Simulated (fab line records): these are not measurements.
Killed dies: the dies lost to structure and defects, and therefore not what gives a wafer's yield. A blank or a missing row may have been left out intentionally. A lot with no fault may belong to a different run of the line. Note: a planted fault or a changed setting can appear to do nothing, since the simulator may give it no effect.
A lot that was struck, set against a sound lot | flow sky130 | 38 steps out of a route of 708
Sound: the wafers L199.2, L199.4, L199.5. Wafers struck: L209.1, L209.5, L209.6. At the end, the cause is stated.
Each step with rows lists, per side, the tool, then ch with its chambers, then its first start. Under that, the readings that differ: sound wafers | struck wafers | difference of the means | sigmas: that difference in standard deviations of wafers without a fault.
alike: same words and numbers on both sides, and readings whose means sit less than 2 such deviations apart. not compared: any withheld reading, any reading some wafer has no value for, any bound like >300 that may hide the same value, and any number with overlapping values for which the record gives no deviation.
The two part at a step that has a row with sigmas, a row that says differs or no value, or rows on one side only. Numbers that don't overlap but have no deviation are shown without sigmas and don't part them. Lack of a reading on every wafer of one side parts them only where that side has two or more wafers.

first, 10 steps without rows for these wafers: SKY_GATE_OXIDE_COAT_05 (resist thk 1162 nm); SKY_GATE_OXIDE_SOFTBAKE_06 (time 60 s); SKY_GATE_OXIDE_EXPOSE_07 (exposes mask LVOM, target cd 600 nm); SKY_GATE_OXIDE_PEB_08; SKY_GATE_OXIDE_DEVELOP_09 (develop time 60 s); SKY_GATE_OXIDE_IMPLANT_11; SKY_GATE_OXIDE_WET_ETCH_12 (etches SiO2 in dHF, target depth 16.8 nm, time 336 s); SKY_GATE_OXIDE_STRIP_13 (strips in O2/N2); SKY_GATE_OXIDE_CLEAN_15 (cleans in SC1/SC2, time 150 s); SKY_GATE_OXIDE_OXIDATION_16 (stabilise 600 s, purge 300 s, target thk 3.57 nm).
SKY_POLY_GATE_CVD_00: deposits poly-Si, target thk 180 nm, time 720 s.
  sound on lpcvd-01 ch 1, day 15 20:31; struck on lpcvd-01 ch 1, day 19 15:53
  reading                                       | sound                | struck               | difference | sigmas
  spike tc bottom C (C)                         | 640.3 639.5 639.6    | 626.5 625.0 625.8    | -14.0      | -11
  spike tc centre C (C)                         | 622.4 619.7 623.0    | 606.1 607.6 607.5    | -14.6      | -13
  spike tc lower C (C)                          | 621.2 621.8 622.9    | 605.0 608.2 607.3    | -15.1      | -13
  spike tc top C (C)                            | 642.3 641.5 640.3    | 626.1 626.1 626.1    | -15.3      | -7
  spike tc upper C (C)                          | 617.4 619.5 619.3    | 605.1 604.9 605.4    | -13.6      | -11
  susceptor temp C (C)                          | 619.72 619.44 619.84 | 604.97 605.02 605.02 | -14.66     | -56
  zone power bottom pct (%)                     | 13.49 13.43 13.60    | 12.65 12.87 12.98    | -0.67      | -6
  zone power centre pct (%)                     | 8.99 8.98 8.98       | 8.66 8.65 8.64       | -0.33      | -3
  model.poly-Si_of_POLY_GATE_CVD_00.thk nm (nm) | 178.8 180 181        | 126.5 127.6 126.5    | -53.1      |
SKY_POLY_GATE_THK_MEAS_01:
  sound on film metro-02 at day 15 21:43; struck on film metro-03 at day 19 17:05
  reading                   | sound             | struck            | difference | sigmas
  POLY_GATE_CVD_00_THK (nm) | 178.8 179.9 181.0 | 126.5 127.7 126.4 | -53.0      | -33
then, 21 steps without rows for these wafers: SKY_RES_PROTECT_DEHYDRATE_00 (time 60 s); SKY_RES_PROTECT_HMDS_01 (prime time 60 s); SKY_RES_PROTECT_COAT_02 (resist thk 1140 nm); SKY_RES_PROTECT_SOFTBAKE_03 (time 60 s); SKY_RES_PROTECT_EXPOSE_04 (exposes mask RPM, target cd 1270 nm); SKY_RES_PROTECT_PEB_05; SKY_RES_PROTECT_DEVELOP_06 (develop time 60 s); SKY_POLY_GATE_IMPLANT_02; SKY_RES_PROTECT_STRIP_07 (strips in O2/N2); SKY_RES_PROTECT_CLEAN_09 (cleans in SC1/SC2, time 150 s); SKY_POLY_GATE_CVD_03 (deposits Si3N4 from DCS/NH3, target thk 75 nm, time 1290 s); SKY_POLY_GATE_DEHYDRATE_05 (time 60 s); SKY_POLY_GATE_HMDS_06 (prime time 60 s); SKY_POLY_GATE_COAT_07 (resist thk 110 nm); SKY_POLY_GATE_COAT_08 (resist thk 450 nm); SKY_POLY_GATE_SOFTBAKE_09 (time 90 s); SKY_POLY_GATE_EXPOSE_10 (exposes mask P1M, target cd 150 nm); SKY_POLY_GATE_PEB_11; SKY_POLY_GATE_DEVELOP_12 (develop time 60 s); SKY_POLY_GATE_ETCH_15 (etches BARC in N2/H2, stops on SiO2, time 118.5 s, target depth 110 nm); SKY_POLY_GATE_ETCH_16 (etches Si3N4 in CH3F/O2, stops on poly-Si, time 147.5 s, target depth 75 nm).
-- the record jumps here: 3 days lie between the struck wafers' starts before and after --
SKY_POLY_GATE_ETCH_17: etches poly-Si in HBr/Cl2, stops on SiO2, target depth 180 nm, time 70.5 s.
  sound on rie si-02 ch 0,3, day 18 12:02; struck on rie si-01 ch 0,1, day 22 07:56
  reading                               | sound             | struck            | difference | sigmas
  oes product au (a.u.)                 | 0.979 0.984 0.977 | 0.782 0.784 0.778 | -0.199     | -29
  model.POLY_GATE.feature depth nm (nm) | 178.1 179.4 179   | 125.9 127 125.9   | -52.6      |
  model.etch.depth nm (nm)              | 178.1 179.4 179   | 125.9 127 125.9   | -52.6      |
  alike: drypump motor current A, throttle valve pct
  not compared: rf hours counter h
then, 2 steps without rows for these wafers: SKY_POLY_GATE_STRIP_18 (strips in O2/N2); SKY_POLY_GATE_CLEAN_19 (cleans in SC1/SC2, time 150 s).
-- here the record skips 8 days between the struck wafers' starts before and after, leaving off in module POLY_GATE and picking up in module POLY_CUT (first step shown: number 318 of the route) --
SKY_POLY_CUT_ETCH_11: etches Si3N4 in CF4/CH2F2/Ar, stops on poly-Si, time 43.17 s, target depth 60 nm.
  sound on rie diel-02 ch 1,3, day 26 04:44; struck on rie diel-04 ch 0,2,3, day 29 22:35
  reading                                       | sound             | struck            | difference | sigmas
  model.poly-Si_of_POLY_GATE_CVD_00.thk nm (nm) | 177.9 179.1 180.1 | 125.7 126.8 125.6 | -53.0      |
  alike: cf4 flow sccm, ch2f2 flow sccm, drypump motor current A, oes product au, throttle valve pct
  not compared: rf hours counter h
-- here the record skips 20 days between the struck wafers' starts before and after, leaving off in module POLY_CUT and picking up in module PAD_OPEN (first step shown: number 708 of the route) --
SKY_PAD_OPEN_PROBE_99:
  sound on prober-02 at day 47 00:32; struck on prober-02 at day 49 17:16
  reading                                 | sound             | struck            | difference | sigmas
  model.etest.res high po.line ohm um     | 726 741.4 725.4   | 1046 1035 1026    | +305       |
  model.etest.res poly.line ohm um        | 499.7 511.4 514.4 | 772.1 767.1 765.1 | +259.6     |
  model.etest.tip sonos.rs ohm sq         | 2610 2635 2630    | 2461 2459 2444    | -170       |
  model.etest.res high po.rs ohm sq       | 254.2 255.5 253   | 361.8 365.3 355.5 | +106.6     |
  model.etest.res poly.rs ohm sq          | 47.94 47.93 48.07 | 70.55 70.48 69.35 | +22.15     |
  model.etest.cap li to poly.c af um2     | 97.17 98.85 97.49 | 84.01 88.93 86.17 | -11.47     |
  model.etest.tip n.rs ohm sq             | 438 442.1 443.1   | 436.1 437.1 433.9 | -5.4       |
  model.etest.res high po.rs ohm sq range | 8.138 10.8 9.707  | 19.75 14.26 18.92 | +8.10      |
  alike: killed_at_M0_to_M3, killed_at_M4_up, killed at contacts, killed at front end, killed at other, killed dies, killed open, killed short

WHERE THEY PART
First at SKY_POLY_GATE_CVD_00; last, within this record, at SKY_POLY_GATE_ETCH_17. Later steps at which nothing parts them and some readings are alike: SKY_POLY_CUT_ETCH_11, SKY_PAD_OPEN_PROBE_99.

WHY: the cause the simulator had injected
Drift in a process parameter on lpcvd-01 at SKY_POLY_GATE_CVD_00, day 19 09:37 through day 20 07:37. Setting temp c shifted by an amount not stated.
